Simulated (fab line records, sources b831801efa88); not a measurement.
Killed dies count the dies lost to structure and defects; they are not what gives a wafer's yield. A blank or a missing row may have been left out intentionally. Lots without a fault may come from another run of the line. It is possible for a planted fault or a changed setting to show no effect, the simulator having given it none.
fab line records	flow sfq_line
record lots=6	wafers=17	last_day=94
route steps=325 shown M3@132 I3@133
lots with no fault: from the same line, run without faults
start_h: hours from the record's first day to the start of the lot's first wafer shown	wait_h: hours from the lot's prior step to this one	" repeats the value in the row above	L1.1+2: several wafers, shown together as one row	- no value present, or no start provided	* or withheld: withheld	< > ~ a bound
route shown NAME@n: NAME is a module with steps in the file, n the number in the route of the first one	usual: mean and standard deviation over wafers with no fault	same: alike in all rows	chamber/n: place in a boat	sites: the reading at each site	_std_site: the values' standard deviation	_edge_site: inner sites' mean taken away from outer sites' mean	radius_mm: for every site, how far away it sits from the centre of the wafer	mask NAME#n: copy n	behind: the most recent tool/chamber to have shaped the wafer	hold: why the lot went on hold/how many hours it stayed there/how the hold came to an end	device: the transistor (n, p or np) that didn't switch	end of line: tests of these same wafers at the route's end	a step without rows: its recipe alone	killed: the dies lost at the first sort to structure and to defects; this is not the yield of the wafer	map: a wafer's dies, marking killed ones x, the rest . and places with no die _
set.NAME: the setting as run; set.NAME@STEP: as run at that earlier step	model.NAME: the simulator's own value behind a step, which no gauge read
lots at some steps of the route; a table a step, a row a wafer
services: when a tool's chamber went out of use (start_h, in hours from the record's first day, below 0 if earlier), for how many hours, and the reason
## steps
# step SFQ_TRILAYER_M3_STRIP_SOLV_CLEAN_080
# recipe chemistry=NMP	temp_c=70	time_s=600
# step SFQ_TRILAYER_I3_DEP_PECVD_081
# recipe material=SiO2	temp_c=150	time_s=111.11	pressure_torr=2.4	rf_w=183.3	precursor=SiH4/N2O	target_thk_nm=500
# usual heater_power_w=93/12	throttle_valve_pct=25.1/1.6
lot.wafer	tool	chamber	start_h	wait_h	heater_power_w	throttle_valve_pct
L242.2	pecvd-03	1	1021.20	0.0	96	25.7
L242.3	"	0	"	"	97	27.8
L242.5	"	0	"	"	99	27.8
L243.2	pecvd-04	2	1037.58	0.0	89	22.2
L243.3	"	1	"	"	90	24.6
L243.5	"	2	"	"	96	22.4
L251.4	pecvd-04	0	1133.17	0.0	106	23.3
L251.5	"	1	"	"	86	24.4
L251.6	"	2	"	"	100	22.9
L253.2	pecvd-03	2	1146.33	0.0	81	26.8
L253.6	"	1	"	"	98	25.4
L258.2	pecvd-03	2	1203.43	0.0	86	26.9
L258.3	"	0	"	"	101	27.5
L258.6	"	0	"	"	88	27.5
L263.4	pecvd-04	1	1221.46	0.0	81	25.0
L263.5	"	1	"	"	83	24.6
L263.6	"	0	"	"	96	23.8
# step SFQ_TRILAYER_I3_CMP_CMP_082
# recipe material=SiO2	down_force_psi=3	platen_rpm=60	pad_velocity_m_s=0.94248
# usual head_pressure_psi=2.999/0.0066	motor_current_A=10.3/0.8	time_to_endpoint_s=221/7.8
lot.wafer	tool	chamber	start_h	wait_h	head_pressure_psi	motor_current_A	time_to_endpoint_s
L242.3	cmp-01	3	1038.01	16.8	3.000	10.3	217
L242.2	"	0	"	"	3.010	11.1	216
L242.5	"	3	1040.01	18.7	2.988	10.4	223
L243.2	cmp-02	2	1053.34	15.7	2.980	11.5	210
L243.3	"	0	1054.34	16.7	3.010	8.5	215
L243.5	"	2	1055.34	17.7	3.010	11.4	216
L251.4	cmp-01	2	1157.51	24.3	3.001	9.9	226
L251.5	"	2	1159.51	26.3	3.007	9.8	223
L251.6	"	3	"	"	2.998	10.2	229
L253.2	cmp-02	3	1169.05	22.7	2.993	10.7	212
L253.6	"	0	1171.55	25.1	2.996	8.5	237
L258.3	cmp-01	0	1204.46	1.0	2.987	10.7	216
L258.2	"	1	"	"	2.994	10.4	219
L258.6	"	1	1206.96	3.5	3.004	10.5	229
L263.4	cmp-01	2	1223.01	1.5	2.992	9.8	220
L263.6	"	0	1224.01	2.5	3.007	10.9	219
L263.5	"	1	"	"	2.996	10.2	224
# step SFQ_I3_BOW_MEAS_922
# recipe mode=bow
# usual I3_BOW=2/8.4
lot.wafer	tool	chamber	start_h	wait_h	I3_BOW[um]
L242.2	film_metro-01	-	1040.53	1.5	-7
L242.3	"	-	"	"	11
L242.5	"	-	"	"	-7
L243.2	film_metro-01	-	1055.86	2.0	-10
L243.3	"	-	"	"	-9
L243.5	"	-	"	"	-19
L251.4	film_metro-02	-	1160.57	2.6	-2
L251.5	"	-	"	"	-10
L251.6	"	-	"	"	10
L253.2	film_metro-01	-	1172.07	2.5	1
L253.6	"	-	"	"	1
L258.2	film_metro-01	-	1207.48	2.0	-5
L258.3	"	-	"	"	2
L258.6	"	-	"	"	-5
L263.4	film_metro-03	-	1225.07	1.6	4
L263.5	"	-	"	"	7
L263.6	"	-	"	"	0
# step SFQ_TRILAYER_I3_METRO_MEASURE_083
# usual thk_nm=200.3/1.1
lot.wafer	tool	chamber	start_h	wait_h	thk_nm
L242.2	film_metro-01	-	1040.83	0.3	199.5
L242.3	"	-	"	"	201.3
L242.5	"	-	"	"	201.0
L243.2	film_metro-01	-	1056.16	0.3	198.6
L243.3	"	-	"	"	201.0
L243.5	"	-	"	"	198.8
L251.4	film_metro-02	-	1161.23	0.6	199.3
L251.5	"	-	"	"	198.2
L251.6	"	-	"	"	202.0
L253.2	film_metro-01	-	1172.37	0.3	200.8
L253.6	"	-	"	"	201.5
L258.2	film_metro-01	-	1207.78	0.3	200.3
L258.3	"	-	"	"	199.3
L258.6	"	-	"	"	199.8
L263.4	film_metro-03	-	1225.73	0.6	198.0
L263.5	"	-	"	"	198.7
L263.6	"	-	"	"	199.8
# step SFQ_TRILAYER_I3_VIA_LITHO_COAT_090
# recipe resist=BARC	spin_rpm=3000	resist_thk_nm=62
# step SFQ_TRILAYER_I3_VIA_LITHO_COAT_085
# recipe resist=KrF	spin_rpm=3000	resist_thk_nm=650
# step SFQ_TRILAYER_I3_VIA_LITHO_SOFTBAKE_089
# recipe temp_c=withheld	time_s=withheld	resist=KrF
# step SFQ_TRILAYER_I3_VIA_LITHO_EXPOSE_086
# recipe mask_id=I3	na=0.6	source_shape=conventional	sigma_outer=0.65	target_cd_nm=500	dose_mj=21.3
# step SFQ_TRILAYER_I3_VIA_LITHO_PEB_088
# recipe peb_temp_c=115	peb_time_s=60	resist=KrF
# step SFQ_TRILAYER_I3_VIA_LITHO_DEVELOP_087
# recipe time_s=60	resist=KrF
# step SFQ_I3_OVL_MEAS_923
# usual I3_OVL=1/6
lot.wafer	tool	chamber	start_h	wait_h	I3_OVL[nm]
L242.2	overlay-02	-	1167.58	0.1	0
L242.3	"	-	"	"	-4
L242.5	"	-	"	"	0
L243.2	overlay-02	-	1181.98	0.1	7
L243.3	"	-	"	"	6
L243.5	"	-	"	"	2
L251.4	overlay-01	-	1280.06	0.1	-5
L251.5	"	-	"	"	-9
L251.6	"	-	"	"	-4
L253.2	overlay-01	-	1290.85	0.1	13
L253.6	"	-	"	"	6
L258.2	overlay-01	-	1335.50	0.1	-10
L258.3	"	-	"	"	2
L258.6	"	-	"	"	-8
L263.4	overlay-01	-	1358.31	0.1	2
L263.5	"	-	"	"	-7
L263.6	"	-	"	"	0
# step SFQ_TRILAYER_I3_VIA_BARC_OPEN_VIA_ETCH_121
# recipe mask_material=PR	chemistry=O2	target_depth_nm=125	target=BARC	source_w=500	bias_w=80	pressure_mtorr=30	time_s=41.7
# usual drypump_motor_current_A=5.4/0.42	oes_product_au=0.685/0.0045
lot.wafer	tool	chamber	start_h	wait_h	drypump_motor_current_A	oes_product_au	rf_hours_counter_h	model.KrF_of_TRILAYER_I3_VIA_LITHO_COAT_085.thk_nm
L242.2	rie_diel-01	0	1167.61	0.0	5.6	0.687	7	572.9
L242.3	"	1	"	"	5.4	0.687	10	570.1
L242.5	"	1	"	"	5.3	0.685	-	573.8
L243.2	rie_diel-04	1	1182.01	0.0	5.8	0.691	19	575
L243.3	"	3	"	"	5.5	0.679	4	576.4
L243.5	"	3	"	"	5.4	0.684	-	574.2
L251.4	rie_diel-01	2	1280.08	0.0	6.3	0.683	10	574.7
L251.5	"	2	"	"	6.3	0.685	-	570.5
L251.6	"	3	"	"	5.6	0.687	-	578
L253.2	rie_diel-01	0	1290.88	0.0	5.6	0.693	10	572.8
L253.6	"	1	"	"	5.4	0.683	-	576.2
L258.2	rie_diel-04	2	1335.53	0.0	4.9	0.687	20	575.5
L258.3	"	0	"	"	5.0	0.690	10	574.1
L258.6	"	2	"	"	4.9	0.694	-	573.5
L263.4	rie_diel-04	3	1358.35	0.0	5.4	0.681	-	574.8
L263.5	"	1	"	"	5.9	0.685	-	573.1
L263.6	"	0	"	"	5.0	0.682	-	574.4
# step SFQ_TRILAYER_I3_VIA_ETCH_VIA_ETCH_088
# recipe target=SiO2	stop_on=Nb	mask_material=PR	taper_deg=20	chemistry=CHF3	target_depth_nm=260	source_w=500	bias_w=80	pressure_mtorr=30	time_s=withheld
# usual drypump_motor_current_A=5.4/0.41	oes_product_au=0.856/0.0054
lot.wafer	tool	chamber	start_h	wait_h	drypump_motor_current_A	oes_product_au	model.KrF_of_TRILAYER_I3_VIA_LITHO_COAT_085.thk_nm
L242.2	rie_diel-01	0	1167.65	0.0	5.6	0.852	528
L242.3	"	1	"	"	5.3	0.857	525.3
L242.5	"	1	"	"	5.3	0.862	529.4
L243.2	rie_diel-04	1	1182.05	0.0	5.8	0.849	529.7
L243.3	"	3	"	"	5.4	0.862	532.1
L243.5	"	3	"	"	5.4	0.855	530.2
L251.4	rie_diel-01	2	1280.12	0.0	6.3	0.858	530.5
L251.5	"	2	"	"	6.3	0.839	526
L251.6	"	3	"	"	5.6	0.867	534.2
L253.2	rie_diel-01	0	1290.92	0.0	5.6	0.856	528.1
L253.6	"	1	"	"	5.4	0.852	531.6
L258.2	rie_diel-04	2	1335.57	0.0	4.9	0.859	530.6
L258.3	"	0	"	"	5.0	0.849	529.4
L258.6	"	2	"	"	4.9	0.854	528.9
L263.4	rie_diel-04	3	1358.43	0.1	5.5	0.847	529.1
L263.5	"	1	"	"	5.9	0.856	527.6
L263.6	"	0	"	"	5.0	0.855	529.6
# step SFQ_TRILAYER_I3_VIA_STRIP_STRIP_089
# recipe gas=O2	power_w=200	platen_temp_c=40	overash_fraction=0.65	chemistry=O2	pressure_mtorr=50
# usual drypump_motor_current_A=5.4/0.35	he_backside_leak_sccm=3.60/0.28	oes_product_au=1.005/0.0085
lot.wafer	tool	chamber	start_h	wait_h	drypump_motor_current_A	he_backside_leak_sccm	oes_product_au	rf_hours_counter_h
L242.2	rie_metal-04	1	1167.76	-	5.2	3.57	1.014	116
L242.3	"	1	"	"	5.2	3.71	1.005	-
L242.5	"	1	"	"	5.2	3.55	1.003	-
L243.2	rie_metal-01	0	1182.16	-	5.4	3.57	1.002	25
L243.3	"	0	"	"	5.4	3.51	1.004	-
L243.5	"	1	"	"	5.4	3.50	1.019	-
L251.4	rie_metal-01	1	1280.43	-	5.4	3.96	1.011	-
L251.5	"	0	"	"	5.4	3.75	1.002	-
L251.6	"	1	"	"	5.4	3.56	1.012	-
L253.2	rie_metal-02	0	1291.03	-	5.3	3.54	1.016	29
L253.6	"	0	"	"	5.3	3.25	1.025	-
L258.2	rie_metal-02	0	1335.88	-	5.3	3.58	1.001	-
L258.3	"	0	"	"	5.3	3.27	1.001	-
L258.6	"	0	"	"	5.3	3.38	0.992	-
L263.4	rie_metal-04	1	1359.08	-	5.2	3.51	1.001	-
L263.5	"	1	"	"	5.2	3.84	1.014	-
L263.6	"	1	"	"	5.2	3.55	1.009	-
## services
tool	chamber	start_h	hours	kind
rie_diel-04	0	1005.07	4.2	repair
rie_diel-01	3	1005.07	3.9	repair
rie_diel-04	0	1020.22	9.1	repair
rie_diel-01	3	1034.80	13.9	repair
film_metro-01	-	1041.83	1.6	pm
cmp-01	-	1048.60	0.6	repair
film_metro-01	-	1082.24	0.4	pm
film_metro-01	-	1083.80	0.5	pm
rie_diel-01	3	1106.59	10.2	repair
rie_diel-04	1	1140.59	5.9	repair
rie_diel-04	1	1147.47	4.7	repair
cmp-01	-	1180.26	1.8	repair
cmp-01	-	1182.12	0.3	repair
cmp-01	-	1248.62	0.3	repair
rie_diel-04	-	1254.59	2.8	pm
cmp-01	-	1256.29	4.0	pm
cmp-01	-	1260.29	3.3	pm
cmp-01	-	1279.17	5.8	repair
film_metro-01	-	1286.18	0.3	pm
rie_diel-01	2	1289.97	3.2	repair
cmp-01	-	1315.50	5.2	pm
film_metro-01	-	1327.24	3.1	pm
film_metro-01	-	1330.34	0.3	pm
cmp-01	-	1334.78	0.5	repair
## key
first_sign none at tools or gauges
model_effect step=SFQ_TRILAYER_I3_VIA_BARC_OPEN_VIA_ETCH_121	value=KrF_of_TRILAYER_I3_VIA_LITHO_COAT_085.thk_nm	without=572.2	struck=576.3
model_effect step=SFQ_TRILAYER_I3_VIA_ETCH_VIA_ETCH_088	value=KrF_of_TRILAYER_I3_VIA_LITHO_COAT_085.thk_nm	without=528	struck=532.1
met_at SFQ_TRILAYER_I3_VIA_BARC_OPEN_VIA_ETCH_121
struck_wafers L251.4,L251.6,L253.6
onset_between 1167.61 1280.08
fault kind=process_parameter_drift	tool=rie_diel-01	chamber=-	onset_h=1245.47	steps=SFQ_TRILAYER_I3_VIA_BARC_OPEN_VIA_ETCH_121	channel=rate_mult	offset=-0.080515	shape=step	end_h=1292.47	scope=struck_wafers_only
